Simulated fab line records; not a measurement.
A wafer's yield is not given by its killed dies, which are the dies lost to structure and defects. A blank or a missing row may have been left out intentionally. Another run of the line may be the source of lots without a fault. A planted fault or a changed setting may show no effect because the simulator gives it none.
A lot that was struck, set against a sound lot -- flow sfq-line -- 21 steps out of a route of 325
Sound: the wafers L149.1, L149.2, L149.6. The struck wafers were L158.1, L158.4, L158.6. The cause is named last.
Each step with rows lists, per side, the tool, then ch with its chambers, then its first start. Under that, the readings that differ: sound wafers -- struck wafers -- difference of the means -- sigmas: that difference in standard deviations of wafers without a fault.
alike: readings with means less than 2 such deviations apart, plus words and numbers identical on both sides. not compared: withheld readings, readings lacking a value on some wafer, bounds such as >300 that could conceal the same value, and numbers that have no deviation in the record and whose values overlap.
A row with sigmas, a row that says differs or no value, or rows on one side alone: a step with any of these is where the two part. Numbers that have no deviation but don't overlap get no sigmas and don't part them. A reading missing from all wafers of one side parts the sides only when that side holds two or more wafers.

SFQ_INCOMING_BOW_MEAS_900:
  sound on film-metro-02 at day 1 20:00; struck on film-metro-03 at day 3 17:00
  alike: INCOMING_BOW
then, 1 step without rows for these wafers: SFQ_TRILAYER_INCOMING_OXIDATION_002 (target thk 500 nm, ox time 4939 s).
SFQ_TRILAYER_L0_DEP_SPUTTER_003: material MoNx KI, target thk 40 nm, time 100 s.
  sound on pvd-sputter-03 at day 1 22:29; struck on pvd-sputter-03 at day 3 19:29
  alike: throttle-valve-pct
SFQ_L0_RS_MEAS_901: measures by four-point-probe.
  sound on film-metro-03 at day 1 22:34; struck on film-metro-02 at day 3 19:34
  alike: L0_MONX_KI_RS
SFQ_L0_THK_MEAS_902: measures by xrf.
  sound on film-metro-03 at day 1 22:41; struck on film-metro-02 at day 3 19:41
  alike: L0_MONX_KI_THK
then, 6 steps without rows for these wafers: SFQ_TRILAYER_L0_LITHO_COAT_010 (resist thk 62 nm); SFQ_TRILAYER_L0_LITHO_COAT_005 (resist thk 600 nm); SFQ_TRILAYER_L0_LITHO_SOFTBAKE_009; SFQ_TRILAYER_L0_LITHO_EXPOSE_006 (exposes mask L0, target cd 2000 nm); SFQ_TRILAYER_L0_LITHO_PEB_008 (peb time 60 s); SFQ_TRILAYER_L0_LITHO_DEVELOP_007 (time 60 s).
SFQ_TRILAYER_L0_BARC_OPEN_METAL_ETCH_010: etches BARC in O2, target depth 125 nm, time 41.7 s.
  sound on rie-metal-04 ch 0,1, day 2 22:49; struck on rie-metal-01 ch 0,1, day 5 00:53
  no value came back on the struck wafers for bias-w (W), chamber-pressure-mTorr (mTorr), drypump-motor-current-A (A), oes-product-au (a.u.); on the sound wafers bias-w (W) reads 79.68 80.21 80.19
reading,sound,struck,difference,sigmas
model.KrF_of_TRILAYER_L0_LITHO_COAT_005.thk-nm (nm),522.2 522.4 520.4,574.8 575.4 575.5,+53.6,
  not compared: rf-hours-counter-h
SFQ_TRILAYER_L0_ETCH_METAL_ETCH_008: etches MoNx KI in SF6/O2, stops on SiO2, target depth 50 nm, time 25 s.
  sound on rie-metal-04 ch 0,1, day 2 22:53; struck on rie-metal-01 ch 0,1, day 5 00:57
reading,sound,struck,difference,sigmas
oes-product-au (a.u.),0.864 0.864 0.861,0.374 0.369 0.374,-0.491,-80
model.KrF_of_TRILAYER_L0_LITHO_COAT_005.thk-nm (nm),479.6 480.7 478,532.6 533.1 533.1,+53.5,
  alike: bias-w, chamber-pressure-mTorr, drypump-motor-current-A
  not compared: rf-hours-counter-h
SFQ_TRILAYER_L0_STRIP_STRIP_009: strips in O2.
  sound on rie-metal-04 ch 0,1, day 2 22:55; struck on rie-metal-01 ch 0,1, day 5 01:00
  alike: chamber-pressure-mTorr, drypump-motor-current-A, oes-product-au
  not compared: rf-hours-counter-h
then, 1 step without rows for these wafers: SFQ_TRILAYER_L0_STRIP_SOLV_CLEAN_010 (cleans in NMP, time 600 s).
SFQ_TRILAYER_L0_CAP_PECVD_011: deposits SiO2 from SiH4/N2O, time 13.333 s, target thk 60 nm.
  sound on pecvd-03 ch 0,1,2, day 2 23:43; struck on pecvd-04 ch 0,2, day 5 01:46
  alike: heater-power-w, throttle-valve-pct
then, 3 steps without rows for these wafers: SFQ_TRILAYER_L0_VIA_LITHO_COAT_018 (resist thk 62 nm); SFQ_TRILAYER_L0_VIA_LITHO_COAT_013 (resist thk 650 nm); SFQ_TRILAYER_L0_VIA_LITHO_SOFTBAKE_017.
-- the record jumps here: 3 days lie between the struck wafers' starts before and after --
SFQ_TRILAYER_L0_VIA_LITHO_EXPOSE_014: exposes mask L0V, target cd 700 nm.
  sound on krf-scanner-02 ch 0, day 5 16:23; struck on krf-scanner-02, day 8 05:25
  no value came back on the struck wafers for exposure-dose-mJ-cm2, focus-offset-nm (nm), stage-vel-mm-s (mm/s); on the sound wafers exposure-dose-mJ-cm2 reads 21.333 21.273 21.289
  alike: mask
then, 1 step without rows for these wafers: SFQ_TRILAYER_L0_VIA_LITHO_PEB_016 (peb time 60 s).

WHERE THEY PART
At SFQ_TRILAYER_L0_BARC_OPEN_METAL_ETCH_010 first; at SFQ_TRILAYER_L0_VIA_LITHO_EXPOSE_014 last (within this record only).

WHY: what the simulator had put in
Beginning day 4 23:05, the whole step at SFQ_TRILAYER_L0_BARC_OPEN_METAL_ETCH_010 was skipped on rie-metal-01. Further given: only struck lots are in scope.
